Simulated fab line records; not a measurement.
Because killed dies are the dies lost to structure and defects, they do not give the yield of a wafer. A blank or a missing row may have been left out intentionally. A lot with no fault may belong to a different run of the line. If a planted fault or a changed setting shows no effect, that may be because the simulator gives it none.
fab line records	flow sky130
record: lots: 5	wafers: 15	last_day: 49
route steps=708 shown SONOS_TUNNEL@158 SONOS_ONO@168 PAD_OPEN@708
lots untouched by any fault: they come from a run of this same line in which no faults occurred
start_h: the number of hours between the record's first day and the start of the first shown wafer of the lot	wait_h: hours elapsed since this lot's preceding step	" unchanged from the row above	L1.1+2: a row that stands for several wafers	- value missing, or start not given	* or withheld: withheld	< > ~ a bound
route shown NAME@n: a module of which the file shows steps, and the number in the route of the first	usual: mean/standard deviation of fault-free wafers	same: alike in all rows	chamber/n: place in a boat	sites: readings site by site	_std_site: how widely they spread, as a standard deviation	_edge_site: outer sites' mean less inner sites'	radius_mm: for every site, how far away it sits from the centre of the wafer	mask NAME#n: copy n	behind: the last tool/chamber to shape the wafer	hold: reason for holding the lot/hours on hold/outcome of the hold	device: whichever transistor did not switch (one of n, p or np)	end of line: tests of these same wafers at the route's end	a step without rows: its recipe alone	killed: dies lost to structure and defects at the first sort, not the wafer's yield	map: dies across one wafer; x = killed, . = not, _ = none there
set.NAME: the setting that was run; set.NAME@STEP: the one run at that earlier step	model.NAME: the simulator's own value behind a step, which no gauge read
lots at some steps of the route; a table a step, a row a wafer
services: from which hour (start_h, from the record's first day; less than 0 if before it) a tool's chamber was out of use, for how many hours, and why
== steps ==
step: SKY_SONOS_TUNNEL_EXPOSE_04
recipe: mask_id: TUNM	na: 0.6	source_shape: conventional	sigma_outer: 0.6	polarization: unpolarized	target_cd_nm: 410	dose_mj: 136
step: SKY_SONOS_TUNNEL_PEB_05
recipe: temp_c: withheld	time_s: *	resist: NOVOLAK
step: SKY_SONOS_TUNNEL_DEVELOP_06
recipe: resist: NOVOLAK	developer: TMAH	develop_time_s: 60	dev_temp_c: 23
step: SKY_SONOS_TUNNEL_CD_MEAS_07
recipe: target_cd_nm: 410
usual: cd_nm: 409.6/2.5
lot.wafer	tool	chamber	start_h	wait_h	cd_nm
L857.1	cd_sem-02	-	252.82	0.1	412.3
L857.4	"	-	"	"	410.7
L857.5	"	-	"	"	409.8
L862.1	cd_sem-02	-	298.22	0.1	414.9
L862.2	"	-	"	"	412.7
L862.6	"	-	"	"	412.0
L866.1	cd_sem-02	-	328.63	0.1	408.3
L866.3	"	-	"	"	408.5
L866.4	"	-	"	"	407.5
L872.1	cd_sem-01	-	372.63	0.1	409.0
L872.4	"	-	"	"	407.2
L872.6	"	-	"	"	410.6
L875.1	cd_sem-01	-	402.12	0.1	409.8
L875.5	"	-	"	"	406.4
L875.6	"	-	"	"	407.9
step: SKY_SONOS_TUNNEL_OVL_MEAS_08
usual: SONOS_TUNNEL_OVL: 0.3/1.4
lot.wafer	tool	chamber	start_h	wait_h	SONOS_TUNNEL_OVL[nm]
L857.1	overlay-02	-	252.94	0.1	-0.8
L857.4	"	-	"	"	-1.1
L857.5	"	-	"	"	-0.4
L862.1	overlay-01	-	298.34	0.1	1.6
L862.2	"	-	"	"	1.1
L862.6	"	-	"	"	2.5
L866.1	overlay-02	-	328.75	0.1	1.1
L866.3	"	-	"	"	0.6
L866.4	"	-	"	"	0.1
L872.1	overlay-02	-	372.75	0.1	2.9
L872.4	"	-	"	"	3.5
L872.6	"	-	"	"	2.2
L875.1	overlay-01	-	402.24	0.1	1.3
L875.5	"	-	"	"	0.6
L875.6	"	-	"	"	1.0
step: SKY_SONOS_TUNNEL_IMPLANT_09
recipe: species: B	energy_kev: 20.29	dose_cm2: 1e+12	tilt_deg: withheld
step: SKY_SONOS_TUNNEL_WET_ETCH_10
recipe: chemistry: dHF	target_depth_nm: 14	target: SiO2	dilution: 100:1	temp_c: 25	time_s: 280
step: SKY_SONOS_TUNNEL_STRIP_11
recipe: chemistry: SPM	time_s: 600	temp_c: 130
step: SKY_SONOS_TUNNEL_TW_MEAS_12
usual: SONOS_TUNNEL_TW: 197.5/0.85
lot.wafer	tool	chamber	start_h	wait_h	SONOS_TUNNEL_TW
L857.1	film_metro-04	-	253.41	0.0	197.0
L857.4	"	-	"	"	196.7
L857.5	"	-	"	"	196.7
L862.1	film_metro-03	-	298.92	0.0	196.4
L862.2	"	-	"	"	196.9
L862.6	"	-	"	"	197.0
L866.1	film_metro-03	-	329.23	0.0	197.0
L866.3	"	-	"	"	196.0
L866.4	"	-	"	"	197.2
L872.1	film_metro-03	-	373.41	0.0	197.4
L872.4	"	-	"	"	196.8
L872.6	"	-	"	"	197.4
L875.1	film_metro-04	-	402.68	0.0	197.0
L875.5	"	-	"	"	197.9
L875.6	"	-	"	"	197.2
step: SKY_SONOS_TUNNEL_CLEAN_13
recipe: chemistry: dHF	time_s: 20	dilution: 100:1	dry: ipa_marangoni
step: SKY_SONOS_ONO_OXIDATION_00
recipe: temp_c: 800	ambient: O2	idle_temp_c: 700	ramp_up_c_per_min: 10	ramp_down_c_per_min: 3	stabilise_s: 600	purge_s: 300	target_thk_a: 26	ox_time_s: 1249
step: SKY_SONOS_ONO_THK_MEAS_01
recipe: reads: SiO2_of_SONOS_ONO_OXIDATION_00
usual: SONOS_ONO_OXIDATION_THK: 2.57/0.05
lot.wafer	tool	chamber	start_h	wait_h	SONOS_ONO_OXIDATION_THK[nm]
L857.1	film_metro-04	-	254.85	0.0	2.52
L857.4	"	-	"	"	2.57
L857.5	"	-	"	"	2.58
L862.1	film_metro-04	-	302.81	0.0	2.51
L862.2	"	-	"	"	2.57
L862.6	"	-	"	"	2.55
L866.1	film_metro-04	-	330.65	0.0	2.61
L866.3	"	-	"	"	2.59
L866.4	"	-	"	"	2.62
L872.1	film_metro-02	-	375.04	0.0	2.59
L872.4	"	-	"	"	2.60
L872.6	"	-	"	"	2.56
L875.1	film_metro-01	-	404.78	0.0	2.54
L875.5	"	-	"	"	2.47
L875.6	"	-	"	"	2.53
step: SKY_SONOS_ONO_CVD_02
recipe: material: Si3N4	precursor: DCS/NH3	target_thk_nm: 10.5	temp_c: 770	time_s: 180	pressure_mtorr: 250
usual: zone_power_centre_pct: 11.65/0.25
lot.wafer	tool	chamber	start_h	wait_h	zone_power_centre_pct	model.Si3N4_of_SONOS_ONO_CVD_02.thk_nm
L857.1	lpcvd-02	1	255.05	0.2	11.88	10.76
L857.4	"	1	"	"	11.65	10.64
L857.5	"	1	"	"	11.97	10.62
L862.1	lpcvd-02	0	302.87	0.1	11.43	10.29
L862.2	"	0	"	"	11.42	10.43
L862.6	"	0	"	"	11.24	10.35
L866.1	lpcvd-02	1	331.58	0.9	11.78	10.46
L866.3	"	1	"	"	11.80	10.37
L866.4	"	1	"	"	11.86	10.52
L872.1	lpcvd-02	1	375.10	0.1	11.76	10.4
L872.4	"	1	"	"	11.78	10.6
L872.6	"	1	"	"	11.98	10.5
L875.1	lpcvd-02	0	405.84	1.0	11.29	11.62
L875.5	"	0	"	"	11.30	11.64
L875.6	"	0	"	"	11.33	11.68
step: SKY_SONOS_ONO_THK_MEAS_03
recipe: reads: Si3N4_of_SONOS_ONO_CVD_02
usual: SONOS_ONO_CVD_02_THK: 10.52/0.12
lot.wafer	tool	chamber	start_h	wait_h	SONOS_ONO_CVD_02_THK[nm]
L857.1	film_metro-02	-	256.13	0.0	10.78
L857.4	"	-	"	"	10.66
L857.5	"	-	"	"	10.63
L862.1	film_metro-04	-	303.92	0.0	10.26
L862.2	"	-	"	"	10.42
L862.6	"	-	"	"	10.36
L866.1	film_metro-02	-	332.63	0.0	10.45
L866.3	"	-	"	"	10.35
L866.4	"	-	"	"	10.50
L872.1	film_metro-04	-	376.15	0.0	10.39
L872.4	"	-	"	"	10.58
L872.6	"	-	"	"	10.52
L875.1	film_metro-04	-	406.89	0.0	11.64
L875.5	"	-	"	"	11.64
L875.6	"	-	"	"	11.64
step: SKY_SONOS_ONO_CVD_04
recipe: material: SiO2	precursor: SiH4/N2O	target_thk_nm: 5.7199	temp_c: 900	pressure_mtorr: 400
step: SKY_PAD_OPEN_PROBE_99
usual: killed_at_M0_to_M3: 44/7	killed_at_M4_up: 3.0/1.8	killed_at_contacts: 24/4.9	killed_at_front_end: 15/5	killed_at_other: 0.2/0.53	killed_dies: 87/8.7	killed_open: 48/6.8	killed_short: 39/5.7
same: gross_dies: 492	killed_at_back_side: 0
lot.wafer	tool	chamber	start_h	wait_h	killed_at_M0_to_M3	killed_at_M4_up	killed_at_contacts	killed_at_front_end	killed_at_other	killed_dies	killed_open	killed_short	model.etest.cap_ono.gate_log10_a_cm2	model.etest.cap_ono.gate_bv_v	model.etest.cap_ono.tox_acc_nm	model.etest.sonos_programmed.vt_v	model.etest.sonos_erased.vt_v	model.etest.sonos_baked.vt_v	model.etest.sonos_baked.vt_less_v
L857.1	prober-02	-	1075.55	0.1	43	4	24	19	0	90	52	38	-7.906	16.27	12.89	1.422	-2.303	0.9574	-0.4648
L857.4	prober-02	-	1075.70	0.2	42	1	30	16	1	90	43	47	-7.878	16.73	12.9	1.449	-2.262	0.9712	-0.4777
L857.5	prober-02	-	1075.75	0.2	49	7	25	25	0	106	55	51	-7.958	16.72	12.86	1.45	-2.254	0.9598	-0.4905
L862.1	prober-01	-	1117.40	0.1	26	4	27	7	0	64	28	36	-7.589	16.34	12.62	1.57	-2.387	1.004	-0.5658
L862.2	prober-01	-	1117.45	0.1	50	1	31	5	0	87	49	38	-7.768	16.1	12.76	1.506	-2.34	0.9741	-0.5318
L862.6	prober-01	-	1117.65	0.2	50	4	27	9	1	91	49	42	-7.737	16.19	12.77	1.53	-2.338	0.9949	-0.5351
L866.1	prober-01	-	1136.40	0.1	42	3	28	18	0	91	47	44	-7.619	15.98	12.69	1.55	-2.33	1.024	-0.5254
L866.3	prober-01	-	1136.50	0.2	44	2	22	12	1	81	46	35	-7.415	16.07	12.43	1.631	-2.411	1.047	-0.5842
L866.4	prober-01	-	1136.55	0.2	35	1	27	20	0	83	43	40	-7.62	15.78	12.68	1.599	-2.324	1.036	-0.5635
L872.1	prober-01	-	1162.97	0.1	48	6	28	11	0	93	50	43	-7.765	15.83	12.72	1.52	-2.311	0.9713	-0.5483
L872.4	prober-01	-	1163.12	0.2	49	2	28	15	0	94	58	36	-7.903	16.36	12.87	1.428	-2.275	0.9146	-0.5135
L872.6	prober-01	-	1163.22	0.2	45	5	20	18	0	88	54	34	-7.829	16.39	12.9	1.474	-2.238	1.001	-0.4728
L875.1	prober-02	-	1180.66	0.1	55	3	18	12	0	88	44	44	-8.45	17.09	13.35	1.215	-2.085	0.7935	-0.4213
L875.5	prober-02	-	1180.86	0.2	52	2	21	12	1	88	49	39	-8.63	16.72	13.41	1.156	-2.024	0.7725	-0.3834
L875.6	prober-02	-	1180.91	0.2	53	0	19	16	0	88	55	33	-8.662	17.08	13.4	1.105	-2.034	0.7333	-0.3718
killed by level:class
L857.1 VIA1:geometric_particle:open=10 CONTACT:geometric_particle:open=8 LI_CONTACT:geometric_particle:open=7 VIA3:geometric_particle:open=7 FIELD_ISO:geometric_particle:short=6 VIA2:geometric_particle:open=6 METAL2:geometric_particle:short=5 POLY_GATE:geometric_particle:open=4
L857.4 VIA1:geometric_particle:open=15 CONTACT:geometric_particle:open=9 CONTACT:geometric_particle:short=7 VIA1:geometric_particle:short=7 LI_CONTACT:geometric_particle:short=6 METAL1:geometric_particle:short=5 POLY_GATE:geometric_particle:short=5 FIELD_ISO:geometric_particle:short=4
L857.5 CONTACT:geometric_particle:open=13 METAL1:geometric_particle:short=10 VIA1:geometric_particle:open=10 METAL2:geometric_particle:short=7 LI_CONTACT:geometric_particle:open=6 VIA1:geometric_particle:short=6 VIA2:geometric_particle:open=6 FIELD_ISO:geometric_particle:short=5
L862.1 CONTACT:geometric_particle:short=8 CONTACT:geometric_particle:open=6 LI_CONTACT:geometric_particle:open=5 VIA1:geometric_particle:open=5 LI_CONTACT:geometric_particle:short=4 VIA2:geometric_particle:open=4 LOCAL_INTERCONNECT:geometric_particle:short=3 METAL1:geometric_particle:short=3
L862.2 CONTACT:geometric_particle:open=11 VIA1:geometric_particle:open=10 METAL2:geometric_particle:short=10 VIA2:geometric_particle:open=9 LI_CONTACT:geometric_particle:open=8 CONTACT:geometric_particle:short=5 VIA1:geometric_particle:short=5 VIA3:geometric_particle:open=5
L862.6 VIA2:geometric_particle:open=14 CONTACT:geometric_particle:open=10 LI_CONTACT:geometric_particle:short=6 METAL1:geometric_particle:short=6 VIA1:geometric_particle:open=6 VIA3:geometric_particle:open=6 CONTACT:geometric_particle:short=5 LI_CONTACT:geometric_particle:open=5
L866.1 VIA3:geometric_particle:open=10 VIA1:geometric_particle:open=9 CONTACT:geometric_particle:open=7 VIA2:geometric_particle:open=7 FIELD_ISO:geometric_particle:short=6 LI_CONTACT:geometric_particle:open=6 LOCAL_INTERCONNECT:geometric_particle:short=5 METAL2:geometric_particle:short=5
L866.3 VIA1:geometric_particle:open=13 VIA2:geometric_particle:open=11 CONTACT:geometric_particle:open=8 LI_CONTACT:geometric_particle:open=6 METAL1:geometric_particle:short=6 FIELD_ISO:geometric_particle:short=5 VIA3:geometric_particle:short=5 POLY_GATE:geometric_particle:open=3
L866.4 LI_CONTACT:geometric_particle:open=11 CONTACT:geometric_particle:open=7 FIELD_ISO:geometric_particle:short=6 CONTACT:geometric_particle:short=6 VIA3:geometric_particle:open=6 VIA1:geometric_particle:open=5 METAL2:geometric_particle:short=5 VIA3:geometric_particle:short=5
L872.1 VIA1:geometric_particle:open=11 LI_CONTACT:geometric_particle:open=8 METAL2:geometric_particle:short=8 CONTACT:geometric_particle:open=7 LI_CONTACT:geometric_particle:short=6 METAL1:geometric_particle:short=6 VIA1:geometric_particle:short=6 VIA3:geometric_particle:open=6
L872.4 VIA1:geometric_particle:open=14 CONTACT:geometric_particle:open=9 VIA2:geometric_particle:open=9 LOCAL_INTERCONNECT:geometric_particle:open=5 METAL1:geometric_particle:short=5 METAL2:geometric_particle:short=5 POLY_GATE:geometric_particle:open=4 LI_CONTACT:geometric_particle:open=4
L872.6 VIA1:geometric_particle:open=15 CONTACT:geometric_particle:open=9 VIA3:geometric_particle:open=7 METAL1:geometric_particle:short=6 VIA2:geometric_particle:open=6 FIELD_ISO:geometric_particle:open=5 METAL2:geometric_particle:short=5 POLY_GATE:geometric_particle:short=4
L875.1 VIA1:geometric_particle:open=12 METAL1:geometric_particle:short=10 VIA2:geometric_particle:open=9 VIA1:geometric_particle:short=7 FIELD_ISO:geometric_particle:short=5 LI_CONTACT:geometric_particle:open=5 CONTACT:geometric_particle:open=5 METAL2:geometric_particle:short=5
L875.5 VIA1:geometric_particle:open=17 VIA3:geometric_particle:open=8 VIA1:geometric_particle:short=6 VIA2:geometric_particle:open=6 CONTACT:geometric_particle:short=5 CONTACT:geometric_particle:open=5 POLY_CUT:geometric_particle:short=4 LI_CONTACT:geometric_particle:open=4
L875.6 VIA2:geometric_particle:open=13 VIA1:geometric_particle:open=11 CONTACT:geometric_particle:open=8 VIA3:geometric_particle:open=8 VIA1:geometric_particle:short=6 FIELD_ISO:geometric_particle:open=5 LI_CONTACT:geometric_particle:open=4 FIELD_ISO:geometric_particle:short=3
== services ==
tool	chamber	start_h	hours	kind
lpcvd-02	-	280.16	1.0	repair
== key ==
first_sign: step: SKY_SONOS_ONO_THK_MEAS_03	reading: SONOS_ONO_CVD_02_THK	direction: up	sigmas: 9.1	usual: 10.52	struck: 11.64
effect none on later readings
model_effect: step: SKY_SONOS_ONO_CVD_02	value: Si3N4_of_SONOS_ONO_CVD_02.thk_nm	without: 10.71	struck: 11.64
model_effect: step: SKY_PAD_OPEN_PROBE_99	value: etest.cap_ono.gate_log10_a_cm2	without: -7.961	struck: -8.581
met_at SKY_SONOS_ONO_CVD_02
struck_wafers L875.1,L875.5,L875.6
tester_left_out L875
onset_between 302.87 405.84
also_fits time
fault: kind: process_parameter_drift	tool: lpcvd-02	chamber: 0	onset_h: 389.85	steps: SKY_SONOS_ONO_CVD_02	channel: target_thk_nm	offset: 0.93521	shape: step	end_h: 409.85	acts_in: these_recipes_only	stated: 10.5
tester_left_out: of these lots the tester's yield and bins aren't shown, on N5 and GAA mostly nor the transistor test; their killed dies are dies lost to structure and defects alone, not to doping, threshold or leakage, so they don't give the yield
